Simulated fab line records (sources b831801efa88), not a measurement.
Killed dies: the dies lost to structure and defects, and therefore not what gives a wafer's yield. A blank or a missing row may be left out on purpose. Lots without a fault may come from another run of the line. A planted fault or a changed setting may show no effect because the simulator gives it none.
Which tool was responsible? ; flow gf180mcu ; Sampling: 14 lots, 42 wafers, 4 of 602 route steps

## WHAT THE GAUGES SHOWED, per wafer
GF_CONTACT_CD_MEAS_14 targets a cd of 220 nm. Usual: 219.6 nm for cdNm, sd 1.4.
lot;measured;on;cdNm (nm);flag
L957;day 16 01:25;cdSem-02;221.7 222.2 221.7;
L958;day 16 14:50;cdSem-02;220.0 221.6 219.8;
L959;day 16 19:19;cdSem-02;219.0 219.3 219.0;
L960;day 17 06:51;cdSem-02;218.6 217.9 220.9;
L961;day 17 22:40;cdSem-02;222.5 219.6 221.2;
L963;day 18 13:11;cdSem-02;219.8 219.7 217.9;
L964;day 18 18:23;cdSem-02;218.2 219.6 218.9;
L965;day 19 04:40;cdSem-01;221.9 221.0 219.3;
L966;day 19 07:11;cdSem-01;218.5 219.7 220.4;
L967;day 20 01:03;cdSem-02;218.0 219.1 217.1;
L968;day 20 16:15;cdSem-01;220.3 219.4 220.4;
L973;day 22 08:17;cdSem-02;183.3 208.1 210.4 183.4 208.2 210.9;OFF
L974;day 22 12:41;cdSem-02;199.9 199.2 186.8 199.9 199.4 187.0;OFF
L975;day 22 21:53;cdSem-02;219.6 217.7 218.6;

## TOOL THAT RAN EACH LOT (tool first, then ch and the chambers of the sampled wafers, then the start)
lot;GF_SALICIDE_RTA_06;GF_CONTACT_CMP_04;GF_CONTACT_EXPOSE_11
L957;rtpAnneal-01 ch 0, day 15 02:31;cmp-01 ch 0,1,2, day 15 03:10;krfScanner-02 ch 0, day 15 14:42
L958;rtpAnneal-02 ch 0, day 15 15:57;cmp-02 ch 0,2,3, day 15 16:29;krfScanner-02 ch 0, day 16 03:51
L959;rtpAnneal-01 ch 0, day 15 20:34;cmp-01 ch 0,1,2, day 15 21:08;krfScanner-01 ch 0, day 16 08:11
L960;rtpAnneal-01 ch 0, day 16 06:47;cmp-01 ch 0,3, day 16 07:17;krfScanner-01 ch 0, day 16 19:27
L961;rtpAnneal-01 ch 0, day 16 22:07;cmp-01 ch 0,2,3, day 16 22:41;krfScanner-02 ch 0, day 17 10:50
L963;rtpAnneal-02 ch 0, day 17 12:01;cmp-01 ch 1,2,3, day 17 12:39;krfScanner-01 ch 0, day 18 01:31
L964;rtpAnneal-02 ch 0, day 17 18:41;cmp-02 ch 2,3, day 17 19:14;krfScanner-02 ch 0, day 18 06:31
L965;rtpAnneal-01 ch 0, day 18 02:45;cmp-01 ch 0,1,3, day 18 03:23;krfScanner-01 ch 0, day 18 16:00
L966;rtpAnneal-02 ch 0, day 18 06:49;cmp-01 ch 0,1,2, day 18 07:26;krfScanner-01 ch 0, day 18 19:36
L967;rtpAnneal-01 ch 0, day 18 23:52;cmp-01 ch 0,1,2, day 19 00:28;krfScanner-02 ch 0, day 19 12:43
L968;rtpAnneal-01 ch 0, day 19 14:31;cmp-02 ch 1,2, day 19 15:11;krfScanner-02 ch 0, day 20 03:50
L973;rtpAnneal-01 ch 0, day 21 07:20;cmp-01 ch 0,3, day 21 07:53;krfScanner-02 ch 0, day 21 20:40
L974;rtpAnneal-01 ch 0, day 21 12:30;cmp-01 ch 0,2, day 21 13:05;krfScanner-02 ch 0, day 22 01:29
L975;rtpAnneal-02 ch 0, day 21 21:44;cmp-01 ch 0,1,2, day 21 22:20;krfScanner-01 ch 0, day 22 10:28
- GF_SALICIDE_RTA_06: time 30 s.
- GF_CONTACT_CMP_04: polishes SiO2.
- GF_CONTACT_EXPOSE_11: exposes mask Contact, target cd 220 nm.

## WHAT THE TOOLS THEMSELVES READ (means of the sampled wafers that have a number; where no wafer has one, the mark that the record gives instead)
GF_SALICIDE_RTA_06. Usual: lampPowerPct 6.03 %, standard deviation 0.27; wafer_temp_C_max 532.5, standard deviation 0.69.
lot;tool;lampPowerPct (%);wafer_temp_C_max;flag
L957;rtpAnneal-01;6.20;531.6;
L958;rtpAnneal-02;5.62;533.3;
L959;rtpAnneal-01;6.20;532.3;
L960;rtpAnneal-01;6.20;532.6;
L961;rtpAnneal-01;6.20;532.1;
L963;rtpAnneal-02;5.61;533.0;
L964;rtpAnneal-02;5.61;533.3;
L965;rtpAnneal-01;6.20;532.3;
L966;rtpAnneal-02;5.62;532.9;
L967;rtpAnneal-01;6.19;531.6;
L968;rtpAnneal-01;6.20;531.9;
L973;rtpAnneal-01;6.19;532.2;
L974;rtpAnneal-01;6.20;532.1;
L975;rtpAnneal-02;5.61;533.0;

GF_CONTACT_CMP_04. Usual: motorCurrentA 11.8 A, standard deviation 1.6; timeToEndpointS 112 s, standard deviation 7.6.
lot;tool;motorCurrentA (A);timeToEndpointS (s);flag
L957;cmp-01;12.1;115;
L958;cmp-02;12.4;104;
L959;cmp-01;12.3;117;
L960;cmp-01;12.8;117;
L961;cmp-01;11.8;117;
L963;cmp-01;10.7;111;
L964;cmp-02;12.5;115;
L965;cmp-01;11.5;118;
L966;cmp-01;11.8;107;
L967;cmp-01;12.1;112;
L968;cmp-02;13.4;120;
L973;cmp-01;13.1;102;
L974;cmp-01;13.4;112;
L975;cmp-01;12.0;121;

## THE ANSWER, worked out from the rows above alone
Rule: a lot is off if the mean of its wafers that have a number lies more than 3 standard deviations from the usual mean. A lot without any number at a reading at which 4 lots or more have one is off too. The other lots that the step has rows for count as sound. First the gauges in route order, then the tools' own readings, where a lot's mean is used as printed above. At the first step where some lot is off, the reading lying furthest off is the one used; lots without a number count as furthest.
Off: L973, L974 (GF_CONTACT_CD_MEAS_14, cdNm).
If a tool, at a process step before that reading, ran all the lots that are off and no sound lot after the first of them, it fits. Those tools and the gauges at GF_CONTACT_CD_MEAS_14 are tried in the same way. Undecided on this evidence; 2 tools fit (rtpAnneal-01 at GF_SALICIDE_RTA_06, krfScanner-02 at GF_CONTACT_EXPOSE_11).

## WHAT THE SIMULATOR PUT IN
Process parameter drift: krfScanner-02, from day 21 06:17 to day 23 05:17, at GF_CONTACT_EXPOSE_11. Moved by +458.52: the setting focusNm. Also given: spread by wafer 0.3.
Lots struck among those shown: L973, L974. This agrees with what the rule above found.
